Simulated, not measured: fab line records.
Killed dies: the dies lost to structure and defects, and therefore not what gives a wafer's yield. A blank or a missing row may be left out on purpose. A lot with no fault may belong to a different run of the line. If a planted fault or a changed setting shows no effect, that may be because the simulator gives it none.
Lot-split experiment	flow gf180mcu	5 lots, 23 wafers read, on a route of 602 steps

== THE SPLIT ITSELF ==
At GF_HV_LDD_DEVELOP_06 (develop time 60 s), the setting develop_time_s was moved away from the recipe's 60 s on 10 of the 23 wafers read, by -13.2% to +5.6%. The other wafers ran this setting at the recipe's value.

The file shows no step between the split and the reading.

== THE READING ==
cd_nm, in nm, at GF_HV_LDD_CD_MEAS_07 (target cd 400 nm). On this fab line, fault-free wafers typically give 399.0 nm with a standard deviation of 2 nm.

wafer	tool, chamber at the split	develop_time_s as run, s	against the recipe	cd_nm, nm	against lot-mates on the recipe
L079.1	litho_track-04, 0	63.37	+5.6%	403.5	+5.2
L079.3	litho_track-04, 0	60	recipe	396.8	-
L079.4	litho_track-04, 0	60	recipe	399.8	-
L079.5	litho_track-04, 0	63.37	+5.6%	404.4	+6.1
L079.6	litho_track-04, 0	63.37	+5.6%	403.9	+5.6
L081.1	litho_track-03, 0	63.14	+5.2%	405.2	+3.7
L081.2	litho_track-03, 0	63.14	+5.2%	407.7	+6.2
L081.3	litho_track-03, 0	60	recipe	400.3	-
L081.5	litho_track-03, 0	60	recipe	401.7	-
L081.6	litho_track-03, 0	60	recipe	402.5	-
L080.1	litho_track-03, 0	52.06	-13.2%	384.8	-12.2
L080.2	litho_track-03, 0	60	recipe	397.0	-
L080.3	litho_track-03, 0	52.06	-13.2%	383.6	-13.4
L080.4	litho_track-03, 0	60	recipe	395.8	-
L080.5	litho_track-03, 0	60	recipe	398.3	-
L082.1	litho_track-02, 0	60	recipe	400.2	-
L082.2	litho_track-02, 0	60	recipe	396.6	-
L082.3	litho_track-02, 0	53.92	-10.1%	387.8	-10.6
L082.4	litho_track-02, 0	53.92	-10.1%	386.5	-11.9
L082.5	litho_track-02, 0	53.92	-10.1%	388.0	-10.4
L085.3	litho_track-03, 0	60	recipe	399.7	-
L085.4	litho_track-03, 0	60	recipe	401.8	-
L085.6	litho_track-03, 0	60	recipe	399.2	-

THE FIT
A straight line over all 23 wafers: cd_nm changes by +1.12 nm for each +1% of develop_time_s; r = +0.96; the points scatter about the line by 1.9 nm.
The same after taking each lot's own level away (the mean of its wafers on the recipe; 23 wafers): +1.01 nm for each +1%; r = +0.98; scatter 1.2 nm.
According to that fit, moving develop_time_s by its largest amount changes the reading by 13 nm.
The span of the lots' own levels, 397.03 to 401.50 nm, comes to 2.2 times the standard deviation stated above.
Hence the slope depends on the lot-to-lot level, as the two fits are not the same.
Check: for one of the wafers moved furthest among these (-13.2%), held out of the fit, the line's prediction against its lot-mates is -13.8 nm. It came out at -12.2 nm against them.

== FURTHER SPLITS ON THESE WAFERS ==
Before the reading, these wafers also passed through other splits. Each is held against what the fit with the lots' levels taken away leaves over:
other split on the same wafers	wafers away from the commonest value	r with cd_nm (lot level and that fit taken away)
GF_STI_CVD_03 temp_c	15	-0.20
GF_STI_DEVELOP_11 develop_time_s	11	-0.11
GF_DNWELL_COAT_02 resist_thk_nm	7	+0.24
GF_NWELL_IMPLANT_09 energy_kev	5	+0.02
GF_LVPWELL_IMPLANT_08 energy_kev	7	-0.05
GF_MVSD_SOFTBAKE_03 temp_c	8	+0.03
GF_MVSD_IMPLANT_08 dose_cm2	6	-0.03
GF_VT_IMPLANT_IMPLANT_08 energy_kev	7	+0.14

== THE FILE'S OWN FIT ==
cd_nm changes by +1.01 nm for each +1% of develop_time_s, r = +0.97.
